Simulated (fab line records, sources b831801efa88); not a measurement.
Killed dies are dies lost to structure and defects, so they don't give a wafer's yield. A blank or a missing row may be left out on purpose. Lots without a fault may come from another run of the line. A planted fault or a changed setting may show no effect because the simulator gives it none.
fab line records | flow sky130
record lots=14 wafers=42 last_day=50
route steps=708 shown SONOS_TUNNEL@161 POLY_GATE@235 LDD_P@259
lots that met no fault: from a run of the same line without faults
start_h: hours from the record's first day to the start of the lot's first wafer shown | wait_h: hours since the lot's step before | " the same as in the row above | L1.1+2: a row that stands for several wafers | - no value, or no start given | * or withheld: withheld | < > ~ a bound
route shown NAME@n: a module of which the file shows steps, and the number in the route of the first | usual: mean/standard deviation of fault-free wafers | same: alike in all rows | chamber/n: place in a boat | sites: the reading at each site | _std_site: their standard deviation | _edge_site: outer sites' mean less inner sites' | radius_mm: how far each site lies from the wafer's centre | mask NAME#n: copy n | behind: the tool/chamber that last shaped the wafer | hold: why the lot was held/for how many hours/how that ended | device: the transistor (n, p or np) that didn't switch | end of line: the same wafers' tests at the end of the route | a step without rows: its recipe alone | killed: dies lost to structure and defects at the first sort, not the wafer's yield | map: a wafer's dies, x killed, . not, _ none there
set.NAME: the setting as run; set.NAME@STEP: as run at that earlier step | model.NAME: the simulator's own value behind a step, which no gauge read
steps of the route over a sample of lots; a table a step, a row a wafer
services: from which hour (start_h, from the record's first day; less than 0 if before it) a tool's chamber was out of use, for how many hours, and why
## steps
# step SKY_SONOS_TUNNEL_CD_MEAS_07
# recipe target_cd_nm=410
# usual cd_nm=409.9/2.3
# columns lot.wafer tool chamber start_h wait_h cd_nm
L691.1 cd_sem-01 - 252.39 0.1 411.9
L691.2 " - " " 411.9
L691.6 " - " " 412.7
L692.1 cd_sem-02 - 259.18 0.1 411.6
L692.2 " - " " 411.6
L692.6 " - " " 410.7
L696.1 cd_sem-02 - 290.63 0.1 410.0
L696.3 " - " " 410.1
L696.6 " - " " 409.6
L697.2 cd_sem-01 - 302.55 0.1 411.0
L697.5 " - " " 410.1
L697.6 " - " " 410.6
L698.2 cd_sem-01 - 307.95 0.1 410.4
L698.3 " - " " 409.3
L698.4 " - " " 409.3
L699.1 cd_sem-01 - 313.29 0.1 414.2
L699.2 " - " " 414.6
L699.5 " - " " 414.0
L701.1 cd_sem-01 - 333.99 0.1 412.7
L701.4 " - " " 412.6
L701.6 " - " " 412.5
L702.1 cd_sem-02 - 343.04 0.1 409.8
L702.2 " - " " 409.9
L702.3 " - " " 408.1
L703.1 cd_sem-01 - 349.03 0.1 408.1
L703.4 " - " " 409.1
L703.6 " - " " 410.2
L704.1 cd_sem-01 - 367.19 0.1 410.3
L704.2 " - " " 408.4
L704.6 " - " " 407.0
L709.1 cd_sem-02 - 396.43 0.1 412.5
L709.5 " - " " 411.3
L709.6 " - " " 412.4
L712.2 cd_sem-01 - 422.15 0.1 408.1
L712.3 " - " " 406.6
L712.6 " - " " 407.2
L713.2 cd_sem-02 - 426.65 0.1 411.2
L713.4 " - " " 412.1
L713.6 " - " " 412.9
L714.1 cd_sem-01 - 433.29 0.1 410.6
L714.2 " - " " 411.1
L714.6 " - " " 410.7
# step SKY_SONOS_TUNNEL_TW_MEAS_12
# usual SONOS_TUNNEL_TW=197.5/1.9
# columns lot.wafer tool chamber start_h wait_h SONOS_TUNNEL_TW
L691.1 film_metro-02 - 252.95 0.0 198.8
L691.2 " - " " 200.0
L691.6 " - " " 198.5
L692.1 film_metro-04 - 259.74 0.0 197.8
L692.2 " - " " 198.4
L692.6 " - " " 198.8
L696.1 film_metro-04 - 291.20 0.0 198.5
L696.3 " - " " 197.7
L696.6 " - " " 197.3
L697.2 film_metro-03 - 303.13 0.0 195.2
L697.5 " - " " 195.8
L697.6 " - " " 196.2
L698.2 film_metro-04 - 308.52 0.0 197.2
L698.3 " - " " 198.2
L698.4 " - " " 196.0
L699.1 film_metro-03 - 313.86 0.0 194.7
L699.2 " - " " 195.4
L699.5 " - " " 194.0
L701.1 film_metro-03 - 334.59 0.0 194.0
L701.4 " - " " 194.1
L701.6 " - " " 195.3
L702.1 film_metro-04 - 343.61 0.0 197.2
L702.2 " - " " 197.9
L702.3 " - " " 197.7
L703.1 film_metro-02 - 349.60 0.0 197.6
L703.4 " - " " 198.9
L703.6 " - " " 197.7
L704.1 film_metro-03 - 367.79 0.0 196.8
L704.2 " - " " 196.9
L704.6 " - " " 196.9
L709.1 film_metro-03 - 397.02 0.0 196.4
L709.5 " - " " 196.0
L709.6 " - " " 195.2
L712.2 film_metro-02 - 422.72 0.0 202.0
L712.3 " - " " 201.1
L712.6 " - " " 200.9
L713.2 film_metro-02 - 427.22 0.0 202.3
L713.4 " - " " 200.8
L713.6 " - " " 201.5
L714.1 film_metro-04 - 433.86 0.0 199.1
L714.2 " - " " 197.3
L714.6 " - " " 197.8
# step SKY_POLY_GATE_THK_MEAS_21
# recipe reads=SiO2_of_POLY_GATE_OXIDATION_20
# usual POLY_GATE_OXIDATION_THK=4.05/0.083
# columns lot.wafer tool chamber start_h wait_h POLY_GATE_OXIDATION_THK[nm]
L691.1 film_metro-04 - 373.54 0.0 3.91
L691.2 " - " " 3.90
L691.6 " - " " 3.93
L692.1 film_metro-03 - 384.59 0.0 3.97
L692.2 " - " " 3.96
L692.6 " - " " 4.03
L696.1 film_metro-04 - 421.10 0.0 3.99
L696.3 " - " " 3.93
L696.6 " - " " 3.97
L697.2 film_metro-03 - 429.89 0.0 4.16
L697.5 " - " " 4.14
L697.6 " - " " 4.13
L698.2 film_metro-03 - 434.07 0.0 4.03
L698.3 " - " " 3.95
L698.4 " - " " 4.13
L699.1 film_metro-04 - 467.18 0.0 4.05
L699.2 " - " " 3.99
L699.5 " - " " 4.01
L701.1 film_metro-03 - 469.93 0.0 4.05
L701.4 " - " " 3.99
L701.6 " - " " 3.96
L702.1 film_metro-04 - 475.83 0.0 3.93
L702.2 " - " " 3.99
L702.3 " - " " 4.01
L703.1 film_metro-03 - 483.68 0.0 4.17
L703.4 " - " " 4.17
L703.6 " - " " 4.15
L704.1 film_metro-04 - 505.15 0.0 4.06
L704.2 " - " " 4.05
L704.6 " - " " 4.01
L709.1 film_metro-03 - 536.28 0.0 4.06
L709.5 " - " " 4.14
L709.6 " - " " 4.18
L712.2 film_metro-01 - 559.22 0.0 4.13
L712.3 " - " " 4.17
L712.6 " - " " 4.21
L714.1 film_metro-03 - 569.55 0.0 4.01
L714.2 " - " " 4.01
L714.6 " - " " 4.07
L713.2 film_metro-04 - 569.56 0.0 3.98
L713.4 " - " " 3.92
L713.6 " - " " 3.98
# step SKY_LDD_P_EXPOSE_04
# recipe mask_id=PSDM na=0.6 source_shape=conventional sigma_outer=0.6 polarization=unpolarized target_cd_nm=380 dose_mj=138
# usual exposure_dose_mJ_cm2=137.12/0.16 focus_offset_nm=0.1/0.5 na=0.6/0
# columns lot.wafer tool chamber start_h wait_h mask exposure_dose_mJ_cm2 focus_offset_nm na
L691.1 iline_stepper-02 0 419.32 - PSDM#0 137.20 0.4 0.6
L691.2 " 0 " " PSDM#0 137.10 -0.2 0.6
L691.6 " 0 " " PSDM#0 137.14 -0.2 0.6
L692.1 iline_stepper-01 0 429.73 - PSDM#0 137.13 -0.3 0.6
L692.2 " 0 " " PSDM#0 137.09 -0.2 0.6
L692.6 " 0 " " PSDM#0 137.29 -0.2 0.6
L696.1 iline_stepper-01 0 468.92 - PSDM#0 137.03 -0.5 0.6
L696.3 " 0 " " PSDM#0 136.99 -0.2 0.6
L696.6 " 0 " " PSDM#0 137.09 0.0 0.6
L697.2 iline_stepper-02 0 477.62 - PSDM#0 137.11 1.2 0.6
L697.5 " 0 " " PSDM#0 137.23 1.0 0.6
L697.6 " 0 " " PSDM#0 137.21 0.5 0.6
L698.2 iline_stepper-02 0 480.95 - PSDM#0 137.22 -0.4 0.6
L698.3 " 0 " " PSDM#0 136.97 0.2 0.6
L698.4 " 0 " " PSDM#0 137.10 -0.2 0.6
L699.1 iline_stepper-02 0 514.81 - PSDM#0 137.08 1.0 0.6
L699.2 " 0 " " PSDM#0 137.06 0.6 0.6
L699.5 " 0 " " PSDM#0 137.04 1.3 0.6
L701.1 iline_stepper-01 0 517.08 - PSDM#0 137.16 0.0 0.6
L701.4 " 0 " " PSDM#0 137.19 1.2 0.6
L701.6 " 0 " " PSDM#0 137.36 -0.4 0.6
L702.1 iline_stepper-01 0 523.90 - PSDM#0 137.22 0.3 0.6
L702.2 " 0 " " PSDM#0 137.24 -0.3 0.6
L702.3 " 0 " " PSDM#0 137.13 -0.2 0.6
L703.1 iline_stepper-02 - 530.63 - PSDM#0 - - -
L703.4 " - " " PSDM#0 - - -
L703.6 " - " " PSDM#0 - - -
L704.1 iline_stepper-01 - 551.28 - PSDM#0 - - -
L704.2 " - " " PSDM#0 - - -
L704.6 " - " " PSDM#0 - - -
L709.1 iline_stepper-02 0 581.47 - PSDM#0 136.89 1.0 0.6
L709.5 " 0 " " PSDM#0 137.20 0.5 0.6
L709.6 " 0 " " PSDM#0 137.02 0.6 0.6
L712.2 iline_stepper-02 0 605.30 - PSDM#0 137.01 0.4 0.6
L712.3 " 0 " " PSDM#0 137.07 0.0 0.6
L712.6 " 0 " " PSDM#0 137.11 -0.1 0.6
L713.2 iline_stepper-01 0 614.91 - PSDM#0 137.14 0.5 0.6
L713.4 " 0 " " PSDM#0 137.01 -0.1 0.6
L713.6 " 0 " " PSDM#0 137.14 0.5 0.6
L714.1 iline_stepper-02 0 615.13 - PSDM#0 136.76 0.1 0.6
L714.2 " 0 " " PSDM#0 136.73 -0.2 0.6
L714.6 " 0 " " PSDM#0 136.76 -0.4 0.6
## services
# columns tool chamber start_h hours kind
iline_stepper-02 - 419.93 1.7 pm
iline_stepper-01 - 456.75 6.2 repair
iline_stepper-02 - 515.26 2.1 pm
iline_stepper-02 - 517.34 - consumable_replace:lamp
iline_stepper-01 - 562.31 1.7 pm
## key
first_sign step=SKY_LDD_P_EXPOSE_04 reading=tool_record direction=missing
effect none on later readings
met_at SKY_LDD_P_EXPOSE_04
struck_lots L703,L704
sort_left_out L703.1,L703.4,L703.6,L704.1,L704.2,L704.6
tester_left_out L703,L704
not_acting_at SKY_SONOS_TUNNEL_CD_MEAS_07,SKY_SONOS_TUNNEL_TW_MEAS_12,SKY_POLY_GATE_THK_MEAS_21
onset_between 523.90 530.63
fault kind=skipped_step_whole tool=iline_stepper-01,iline_stepper-02 chamber=- onset_h=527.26 steps=SKY_LDD_P_EXPOSE_04 scope=struck_lots_only
# tester_left_out: of these lots the tester's yield and bins aren't shown, on N5 and GAA mostly nor the transistor test; their killed dies are dies lost to structure and defects alone, not to doping, threshold or leakage, so they don't give the yield
# sort_left_out: the simulated sort isn't trusted on such a fault, so these wafers' sort isn't shown, and their yield isn't known
